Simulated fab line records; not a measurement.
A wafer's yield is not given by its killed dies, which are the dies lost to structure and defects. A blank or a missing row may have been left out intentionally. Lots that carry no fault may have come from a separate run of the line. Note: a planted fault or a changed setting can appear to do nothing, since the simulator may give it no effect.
Chamber matching :: flow sfqLine :: SFQ_TRILAYER_I6_CMP_CMP_166 on cmp-02: 4 sister chambers
The step polishes SiO2. 16 wafers are shown with their chamber, then 8 later ones without.

## EACH WAFER AND ITS CHAMBER
wafer: L690.1
chamber: 1
motorCurrentA (A): 10.2
timeToEndpointS (s): 208

wafer: L690.2
chamber: 0
motorCurrentA (A): 9.0
timeToEndpointS (s): 218

wafer: L690.5
chamber: 1
motorCurrentA (A): 10.1
timeToEndpointS (s): 220

wafer: L691.1
chamber: 2
motorCurrentA (A): 10.5
timeToEndpointS (s): 205

wafer: L691.2
chamber: 3
motorCurrentA (A): 12.3
timeToEndpointS (s): 208

wafer: L691.5
chamber: 1
motorCurrentA (A): 9.8
timeToEndpointS (s): 212

wafer: L692.1
chamber: 3
motorCurrentA (A): 13.0
timeToEndpointS (s): 211

wafer: L692.5
chamber: 1
motorCurrentA (A): 9.8
timeToEndpointS (s): 217

wafer: L692.6
chamber: 2
motorCurrentA (A): 10.0
timeToEndpointS (s): 214

wafer: L699.1
chamber: 1
motorCurrentA (A): 10.4
timeToEndpointS (s): 206

wafer: L699.2
chamber: 2
motorCurrentA (A): 10.5
timeToEndpointS (s): 207

wafer: L699.3
chamber: 3
motorCurrentA (A): 12.6
timeToEndpointS (s): 209

wafer: L701.3
chamber: 3
motorCurrentA (A): 12.2
timeToEndpointS (s): 219

wafer: L701.4
chamber: 2
motorCurrentA (A): 10.5
timeToEndpointS (s): 221

wafer: L701.5
chamber: 2
motorCurrentA (A): 10.4
timeToEndpointS (s): 227

wafer: L705.2
chamber: 2
motorCurrentA (A): 9.9
timeToEndpointS (s): 208

SIGNATURES, as means of the wafers listed above
reading: motorCurrentA
chamber 0: 9.000
chamber 1: 10.060
chamber 2: 10.300
chamber 3: 12.525
scatter within a chamber: 0.294

reading: timeToEndpointS
chamber 0: 218.00
chamber 1: 212.60
chamber 2: 213.67
chamber 3: 211.75
scatter within a chamber: 7.06
Rule: for each reading, subtract the chamber's mean from the wafer's reading, divide by that reading's scatter and square the result; add these up over the readings and take the root, which gives the wafer's distance from the chamber. The wafer belongs to the nearest chamber; if the next one is less than 2 further off, it can't be placed. How the scatter is found: for the shown wafers, subtract from each reading the mean of its chamber, square and add these, divide the total by (wafers less chambers), then take the root.

## WAFERS WHOSE CHAMBER IS MISSING
wafer: L705.3
motorCurrentA (A): 10.4
timeToEndpointS (s): 206

wafer: L705.4
motorCurrentA (A): 9.2
timeToEndpointS (s): 218

wafer: L706.3
motorCurrentA (A): 8.6
timeToEndpointS (s): 196

wafer: L706.5
motorCurrentA (A): 9.2
timeToEndpointS (s): 211

wafer: L706.6
motorCurrentA (A): 10.3
timeToEndpointS (s): 208

wafer: L710.3
motorCurrentA (A): 10.9
timeToEndpointS (s): 212

wafer: L710.4
motorCurrentA (A): 10.5
timeToEndpointS (s): 216

wafer: L710.5
motorCurrentA (A): 10.3
timeToEndpointS (s): 220

## CHAMBER TAKEN BY EACH
wafer: L705.3
from the rows above: can't be placed: 2 or 1
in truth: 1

wafer: L705.4
from the rows above: 0
in truth: 0

wafer: L706.3
from the rows above: 0
in truth: 0

wafer: L706.5
from the rows above: can't be placed: 0 or 1
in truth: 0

wafer: L706.6
from the rows above: can't be placed: 2 or 1
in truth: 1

wafer: L710.3
from the rows above: can't be placed: 2 or 1
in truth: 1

wafer: L710.4
from the rows above: can't be placed: 2 or 1
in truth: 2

wafer: L710.5
from the rows above: can't be placed: 2 or 1
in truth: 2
2 of 8 placed correctly. Can't be placed from these rows: 6 (the true chamber is among the candidates in 6). Placed wrongly: 0.
